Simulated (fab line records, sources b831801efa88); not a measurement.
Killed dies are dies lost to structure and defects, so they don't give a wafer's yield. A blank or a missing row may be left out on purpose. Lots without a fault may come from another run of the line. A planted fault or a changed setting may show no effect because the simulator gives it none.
fab line records | flow gf180mcu
record lots=13 wafers=39 last_day=34
route steps=602 shown STI@1 LVPWELL@58 DUAL_GATE@154 HV_LDD@223
lots that met no fault: from a run of the same line without faults
start_h: hours from the record's first day to the start of the lot's first wafer shown | wait_h: hours since the lot's step before | " the same as in the row above | L1.1+2: a row that stands for several wafers | - no value, or no start given | * or withheld: withheld | < > ~ a bound
route shown NAME@n: a module of which the file shows steps, and the number in the route of the first | usual: mean/standard deviation of fault-free wafers | same: alike in all rows | chamber/n: place in a boat | sites: the reading at each site | _std_site: their standard deviation | _edge_site: outer sites' mean less inner sites' | radius_mm: how far each site lies from the wafer's centre | mask NAME#n: copy n | behind: the tool/chamber that last shaped the wafer | hold: why the lot was held/for how many hours/how that ended | device: the transistor (n, p or np) that didn't switch | end of line: the same wafers' tests at the end of the route | a step without rows: its recipe alone | killed: dies lost to structure and defects at the first sort, not the wafer's yield | map: a wafer's dies, x killed, . not, _ none there
set.NAME: the setting as run; set.NAME@STEP: as run at that earlier step | model.NAME: the simulator's own value behind a step, which no gauge read
steps of the route over a sample of lots; a table a step, a row a wafer
services: from which hour (start_h, from the record's first day; less than 0 if before it) a tool's chamber was out of use, for how many hours, and why
## steps
# step GF_STI_BOW_MEAS_00
# recipe mode=bow
# usual INCOMING_BOW=0/5.9
# columns lot.wafer tool chamber start_h wait_h INCOMING_BOW[um]
L115.2 film_metro-02 - 15.02 - 7
L115.5 " - " " -18
L115.6 " - " " 1
L116.1 film_metro-01 - 20.00 - 2
L116.3 " - " " -5
L116.4 " - " " 2
L117.2 film_metro-03 - 25.02 - 2
L117.5 " - " " -7
L117.6 " - " " 1
L118.1 film_metro-03 - 30.00 - 7
L118.3 " - " " 0
L118.6 " - " " 2
L120.2 film_metro-03 - 40.02 - -3
L120.4 " - " " -9
L120.6 " - " " 2
L121.2 film_metro-02 - 45.02 - 7
L121.4 " - " " 8
L121.6 " - " " -5
L122.2 film_metro-01 - 50.02 - 5
L122.5 " - " " -2
L122.6 " - " " 0
L123.3 film_metro-03 - 55.04 - -3
L123.4 " - " " -2
L123.6 " - " " 0
L124.1 film_metro-01 - 60.00 - -10
L124.5 " - " " 0
L124.6 " - " " -7
L125.2 film_metro-03 - 65.02 - 5
L125.3 " - " " -3
L125.5 " - " " 2
L126.3 film_metro-03 - 70.04 - -3
L126.4 " - " " -12
L126.5 " - " " 3
L136.2 film_metro-01 - 120.02 - -2
L136.5 " - " " -2
L136.6 " - " " 6
L137.1 film_metro-03 - 125.00 - 2
L137.2 " - " " 7
L137.6 " - " " 5
# step GF_LVPWELL_EXPOSE_04
# recipe mask_id=LVPWELL target_cd_nm=600 na=0.6 source_shape=conventional sigma_outer=0.6 dose_mj=260
# usual focus_offset_nm=0.1/0.52 reticle_temp_C=22.99/0.11
# columns lot.wafer tool chamber start_h wait_h mask focus_offset_nm reticle_temp_C
L115.2 iline_stepper-01 0 69.06 - LVPWELL#0 0.9 22.87
L115.5 " 0 " " LVPWELL#0 0.4 23.01
L115.6 " 0 " " LVPWELL#0 1.0 22.94
L116.1 iline_stepper-01 0 74.87 - LVPWELL#0 0.5 22.99
L116.3 " 0 " " LVPWELL#0 0.4 23.08
L116.4 " 0 " " LVPWELL#0 -0.1 23.14
L117.2 iline_stepper-02 0 77.01 - LVPWELL#0 -0.2 22.91
L117.5 " 0 " " LVPWELL#0 -0.5 23.07
L117.6 " 0 " " LVPWELL#0 -0.1 22.95
L118.1 iline_stepper-01 0 84.09 - LVPWELL#0 0.5 23.11
L118.3 " 0 " " LVPWELL#0 -0.3 22.94
L118.6 " 0 " " LVPWELL#0 -0.3 22.93
L120.2 iline_stepper-01 0 99.84 - LVPWELL#0 0.6 22.92
L120.4 " 0 " " LVPWELL#0 -0.4 22.93
L120.6 " 0 " " LVPWELL#0 -0.1 23.02
L121.2 iline_stepper-01 0 103.69 - LVPWELL#0 0.6 22.97
L121.4 " 0 " " LVPWELL#0 0.2 22.87
L121.6 " 0 " " LVPWELL#0 0.3 22.90
L122.2 iline_stepper-02 0 108.26 - LVPWELL#0 0.2 22.90
L122.5 " 0 " " LVPWELL#0 -0.5 22.94
L122.6 " 0 " " LVPWELL#0 -0.3 22.88
L123.3 iline_stepper-01 0 112.19 - LVPWELL#0 0.5 23.06
L123.4 " 0 " " LVPWELL#0 0.4 23.06
L123.6 " 0 " " LVPWELL#0 0.1 23.02
L124.1 iline_stepper-02 0 117.35 - LVPWELL#0 -0.8 23.14
L124.5 " 0 " " LVPWELL#0 -0.7 23.16
L124.6 " 0 " " LVPWELL#0 -1.6 23.08
L125.2 iline_stepper-01 0 126.22 - LVPWELL#0 1.1 22.82
L125.3 " 0 " " LVPWELL#0 0.7 23.09
L125.5 " 0 " " LVPWELL#0 0.5 23.03
L126.3 iline_stepper-01 0 129.15 - Nwell#0 -1.1 22.87
L126.4 " 0 " " Nwell#0 -0.1 23.00
L126.5 " 0 " " Nwell#0 -0.2 23.16
L136.2 iline_stepper-01 0 184.26 - LVPWELL#0 -0.1 22.95
L136.5 " 0 " " LVPWELL#0 -0.2 23.09
L136.6 " 0 " " LVPWELL#0 -0.5 23.07
L137.1 iline_stepper-02 0 191.64 - LVPWELL#0 -0.3 22.89
L137.2 " 0 " " LVPWELL#0 -0.3 23.04
L137.6 " 0 " " LVPWELL#0 -0.4 23.03
# step GF_LVPWELL_OVL_MEAS_07
# usual LVPWELL_OVL=0.1/1.3
# columns lot.wafer tool chamber start_h wait_h LVPWELL_OVL[nm]
L115.2 overlay-01 - 75.13 - -2.6
L115.5 " - " " -0.7
L115.6 " - " " -1.6
L116.1 overlay-01 - 80.86 - 1.7
L116.3 " - " " 2.7
L116.4 " - " " -1.1
L117.2 overlay-01 - 82.98 - 0.3
L117.5 " - " " 0.5
L117.6 " - " " -0.5
L118.1 overlay-02 - 90.92 - 1.4
L118.3 " - " " -0.8
L118.6 " - " " 2.5
L120.2 overlay-01 - 106.82 - 2.1
L120.4 " - " " 2.4
L120.6 " - " " 0.9
L121.2 overlay-01 - 110.17 - 2.7
L121.4 " - " " 2.4
L121.6 " - " " 1.4
L122.2 overlay-02 - 115.42 - -2.3
L122.5 " - " " 0.1
L122.6 " - " " -1.8
L123.3 overlay-01 - 119.23 - 0.9
L123.4 " - " " 0.1
L123.6 " - " " 0.8
L124.1 overlay-02 - 123.87 - -1.3
L124.5 " - " " -1.9
L124.6 " - " " -0.3
L125.2 overlay-01 - 133.32 - 0.0
L125.3 " - " " 1.0
L125.5 " - " " 0.4
L126.3 overlay-02 - 136.29 - -
L126.4 " - " " -
L126.5 " - " " -
L136.2 overlay-02 - 192.62 - 0.1
L136.5 " - " " 1.2
L136.6 " - " " 1.2
L137.1 overlay-01 - 199.42 - 0.2
L137.2 " - " " 2.5
L137.6 " - " " 1.5
# step GF_LVPWELL_TW_MEAS_11
# usual LVPWELL_TW=553/3.1
# columns lot.wafer tool chamber start_h wait_h LVPWELL_TW
L115.2 film_metro-01 - 75.57 0.1 551
L115.5 " - " " 554
L115.6 " - " " 553
L116.1 film_metro-04 - 81.30 0.1 552
L116.3 " - " " 555
L116.4 " - " " 558
L117.2 film_metro-04 - 83.42 0.1 554
L117.5 " - " " 555
L117.6 " - " " 555
L118.1 film_metro-01 - 91.36 0.1 552
L118.3 " - " " 553
L118.6 " - " " 554
L120.2 film_metro-01 - 107.26 0.1 550
L120.4 " - " " 547
L120.6 " - " " 550
L121.2 film_metro-01 - 110.61 0.1 551
L121.4 " - " " 549
L121.6 " - " " 552
L122.2 film_metro-04 - 115.86 0.1 553
L122.5 " - " " 551
L122.6 " - " " 553
L123.3 film_metro-03 - 119.67 0.1 555
L123.4 " - " " 558
L123.6 " - " " 554
L124.1 film_metro-04 - 124.31 0.1 552
L124.5 " - " " 552
L124.6 " - " " 552
L125.2 film_metro-03 - 133.76 0.1 558
L125.3 " - " " 556
L125.5 " - " " 558
L126.3 film_metro-04 - 136.73 0.1 29
L126.4 " - " " 30
L126.5 " - " " 30
L136.2 film_metro-01 - 193.06 0.1 550
L136.5 " - " " 551
L136.6 " - " " 552
L137.1 film_metro-04 - 199.85 0.1 555
L137.2 " - " " 556
L137.6 " - " " 557
# step GF_DUAL_GATE_STRIP_13
# recipe chemistry=O2/N2 power_w=1400 pressure_mtorr=1500 platen_temp_c=250 o2_flow_sccm=3000 n2_flow_sccm=300 overash_fraction=0.5
# usual drypump_motor_current_A=5.98/0.19 heater_power_w=312/23 oes_product_au=0.716/0.0048 strip_time_to_endpoint_s=12.639/0.03
# columns lot.wafer tool chamber start_h wait_h drypump_motor_current_A heater_power_w oes_product_au rf_hours_counter_h strip_time_to_endpoint_s
L115.2 plasma_asher-04 1 178.70 0.0 6.08 293 0.711 52 12.608
L115.5 " 0 " " 6.21 312 0.716 - 12.612
L115.6 " 1 " " 6.10 307 0.715 - 12.642
L116.1 plasma_asher-04 0 189.05 0.0 6.20 318 0.710 53 12.600
L116.3 " 0 " " 6.19 328 0.719 - 12.602
L116.4 " 1 " " 6.09 296 0.704 - 12.617
L117.2 plasma_asher-04 1 192.08 0.0 6.09 292 0.710 53 12.657
L117.5 " 1 " " 6.11 295 0.712 - 12.602
L117.6 " 0 " " 6.21 314 0.719 - 12.680
L118.1 plasma_asher-04 1 201.38 0.0 6.10 291 0.710 54 12.609
L118.3 " 1 " " 6.09 297 0.719 - 12.610
L118.6 " 0 " " 6.18 328 0.711 - 12.630
L120.2 plasma_asher-03 1 221.38 0.0 5.70 322 0.710 11 12.646
L120.4 " 1 " " 5.68 327 0.720 - 12.635
L120.6 " 0 " " 5.96 295 0.716 - 12.630
L121.2 plasma_asher-03 1 227.08 0.0 5.66 316 0.714 11 12.625
L121.4 " 0 " " 6.00 293 0.715 - 12.650
L121.6 " 0 " " 6.02 286 0.716 - 12.656
L122.2 plasma_asher-03 0 231.23 0.0 6.02 295 0.710 12 12.618
L122.5 " 0 " " 6.00 287 0.716 - 12.638
L122.6 " 1 " " 5.66 315 0.707 - 12.636
L123.3 plasma_asher-03 1 235.91 0.0 5.67 308 0.712 - 12.640
L123.4 " 0 " " 6.00 296 0.721 - 12.600
L123.6 " 1 " " 5.67 320 0.716 - 12.625
L124.1 plasma_asher-04 1 242.03 0.0 6.08 296 0.716 59 12.650
L124.5 " 0 " " 6.21 320 0.717 - 12.679
L124.6 " 1 " " 6.09 296 0.718 - 12.628
L125.2 plasma_asher-04 0 252.08 0.0 6.19 313 0.713 59 12.634
L125.3 " 1 " " 6.12 289 0.713 - 12.661
L125.5 " 0 " " 6.19 316 0.712 - 12.650
L126.3 plasma_asher-03 1 258.82 0.0 5.68 317 0.719 - 12.637
L126.4 " 0 " " 6.01 291 0.717 - 12.621
L126.5 " 0 " " 5.99 289 0.706 - 12.633
L136.2 plasma_asher-03 0 331.69 0.0 6.02 287 0.711 23 12.628
L136.5 " 1 " " 5.65 316 0.714 - 12.644
L136.6 " 0 " " 5.99 283 0.717 - 12.636
L137.1 plasma_asher-04 0 340.04 0.0 6.18 318 0.709 69 12.669
L137.2 " 1 " " 6.08 294 0.715 69 12.673
L137.6 " 0 " " 6.20 322 0.713 - 12.698
# step GF_HV_LDD_OVL_MEAS_47
# usual HV_LDD_03_OVL=1.0/1.7
# columns lot.wafer tool chamber start_h wait_h HV_LDD_03_OVL[nm]
L115.2 overlay-02 - 275.09 0.1 -2.7
L115.5 " - " " 0.3
L115.6 " - " " -2.5
L116.1 overlay-01 - 285.74 0.1 1.6
L116.3 " - " " -0.2
L116.4 " - " " 1.4
L117.2 overlay-01 - 291.69 0.1 1.5
L117.5 " - " " 1.9
L117.6 " - " " 3.1
L118.1 overlay-02 - 301.74 0.1 0.6
L118.3 " - " " 1.6
L118.6 " - " " 1.2
L120.2 overlay-01 - 324.54 0.1 2.8
L120.4 " - " " 1.5
L120.6 " - " " 1.7
L121.2 overlay-02 - 333.57 0.1 0.8
L121.4 " - " " -0.6
L121.6 " - " " 2.1
L122.2 overlay-01 - 338.50 0.1 2.5
L122.5 " - " " 1.5
L122.6 " - " " 1.6
L123.3 overlay-02 - 345.30 0.1 0.6
L123.4 " - " " 0.0
L123.6 " - " " -0.3
L124.1 overlay-01 - 350.01 0.1 1.9
L124.5 " - " " 1.6
L124.6 " - " " 2.6
L125.2 overlay-01 - 364.09 0.1 1.9
L125.3 " - " " 3.4
L125.5 " - " " 2.4
L126.3 overlay-02 - 368.10 0.1 2.5
L126.4 " - " " 2.3
L126.5 " - " " 4.1
L136.2 overlay-02 - 451.69 0.1 0.2
L136.5 " - " " -1.5
L136.6 " - " " -2.2
L137.1 overlay-01 - 461.20 0.1 1.1
L137.2 " - " " 1.2
L137.6 " - " " -0.4
## services
# columns tool chamber start_h hours kind
iline_stepper-02 - 51.00 2.1 pm
iline_stepper-02 - 53.09 - consumable_replace:lamp
plasma_asher-03 - 108.75 9.0 pm
plasma_asher-03 0 108.75 9.0 vent_cycle
plasma_asher-03 1 108.75 9.0 vent_cycle
plasma_asher-03 0 117.75 - clean
plasma_asher-03 1 117.75 - clean
iline_stepper-01 - 146.87 1.7 pm
iline_stepper-02 - 166.68 1.7 pm
iline_stepper-02 0 185.76 - calibration
plasma_asher-03 - 207.96 2.9 repair
plasma_asher-04 - 224.76 3.8 repair
iline_stepper-01 0 241.14 - calibration
plasma_asher-04 - 243.71 2.8 pm
plasma_asher-03 - 251.07 1.4 repair
iline_stepper-01 - 333.15 4.4 pm
plasma_asher-03 - 337.96 14.6 pm
## key
first_sign step=GF_LVPWELL_EXPOSE_04 reading=mask direction=changed
effect step=GF_LVPWELL_OVL_MEAS_07 reading=LVPWELL_OVL direction=missing
effect step=GF_LVPWELL_TW_MEAS_11 reading=LVPWELL_TW direction=down sigmas=99+ usual=553 struck=30
met_at GF_LVPWELL_EXPOSE_04
struck_lots L126
sort_left_out L126.3,L126.4,L126.5
tester_left_out L126
not_acting_at GF_STI_BOW_MEAS_00,GF_DUAL_GATE_STRIP_13,GF_HV_LDD_OVL_MEAS_47
onset_between 126.22 129.15
fault kind=wrong_mask tool=any chamber=- onset_h=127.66 steps=GF_LVPWELL_EXPOSE_04 aux_copy=Nwell#0 scope=struck_lots_only
# tester_left_out: of these lots the tester's yield and bins aren't shown, on N5 and GAA mostly nor the transistor test; their killed dies are dies lost to structure and defects alone, not to doping, threshold or leakage, so they don't give the yield
# sort_left_out: the simulated sort isn't trusted on such a fault, so these wafers' sort isn't shown, and their yield isn't known
